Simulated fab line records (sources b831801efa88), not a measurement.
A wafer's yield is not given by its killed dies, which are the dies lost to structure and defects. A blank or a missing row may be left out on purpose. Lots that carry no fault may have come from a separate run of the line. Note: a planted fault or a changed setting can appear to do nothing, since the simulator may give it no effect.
The tool behind it: which one? + flow gf180mcu + 6 lots, 18 wafers sampled, at 2 steps of a route of 602

WHAT EACH GAUGE READ, for each wafer
GF_PSD_RS_MEAS_14: measures by four-point-probe.
| lot  | measured     | on            | NSD_RS (ohm/sq)   |
|------|--------------|---------------|-------------------|
| L838 | day 15 08:06 | film_metro-04 | 46.12 46.00 46.05 |
| L843 | day 16 20:07 | film_metro-03 | 46.13 46.10 46.14 |
| L846 | day 17 22:00 | film_metro-03 | 45.99 45.94 45.98 |
| L849 | day 18 20:54 | film_metro-04 | 42.83 42.75 42.84 |
| L851 | day 19 10:51 | film_metro-04 | 42.80 42.78 42.78 |
| L859 | day 22 12:19 | film_metro-02 | 46.07 45.99 46.08 |

WHAT TOOL EACH LOT RAN ON (gives the tool, then ch and the chambers of the sampled wafers, and finally the start)
| lot  | GF_PSD_RTA_13                    |
|------|----------------------------------|
| L838 | rtp_anneal-01 ch 0, day 15 08:01 |
| L843 | rtp_anneal-02 ch 0, day 16 19:59 |
| L846 | rtp_anneal-01 ch 0, day 17 21:54 |
| L849 | rtp_anneal-01 ch 0, day 18 20:48 |
| L851 | rtp_anneal-01 ch 0, day 19 10:46 |
| L859 | rtp_anneal-02 ch 0, day 22 12:14 |
- GF_PSD_RTA_13: time 20 s.

THE ANSWER, worked out from the rows above alone
Rule: the usual values come from the lots themselves. Put in order of their means at a reading, lots are off if they are a third of the lots or fewer, leave a main group of 4 or more, and stand apart from it by a gap of 3 or more times the standard deviation of the main group's means; of several such gaps the widest counts. The tables above print the reading to a certain number of digits; a main group whose means all agree to those digits is not used. Also off: a lot with no number at a reading for which 4 or more lots have one. Where the step has rows for the other lots, those lots are counted as sound.
Off: L849, L851, seen at GF_PSD_RS_MEAS_14 (NSD_RS). Main group: mean 46.05 ohm/sq, sd 0.054.
If a tool, at a process step before that reading, ran all the lots that are off and no sound lot after the first of them, it fits. Gauges at GF_PSD_RS_MEAS_14: tried the same way as those tools. This does not decide it: 2 tools fit, namely rtp_anneal-01 at GF_PSD_RTA_13 and film_metro-04 at GF_PSD_RS_MEAS_14.

WHAT THE SIMULATOR PUT IN
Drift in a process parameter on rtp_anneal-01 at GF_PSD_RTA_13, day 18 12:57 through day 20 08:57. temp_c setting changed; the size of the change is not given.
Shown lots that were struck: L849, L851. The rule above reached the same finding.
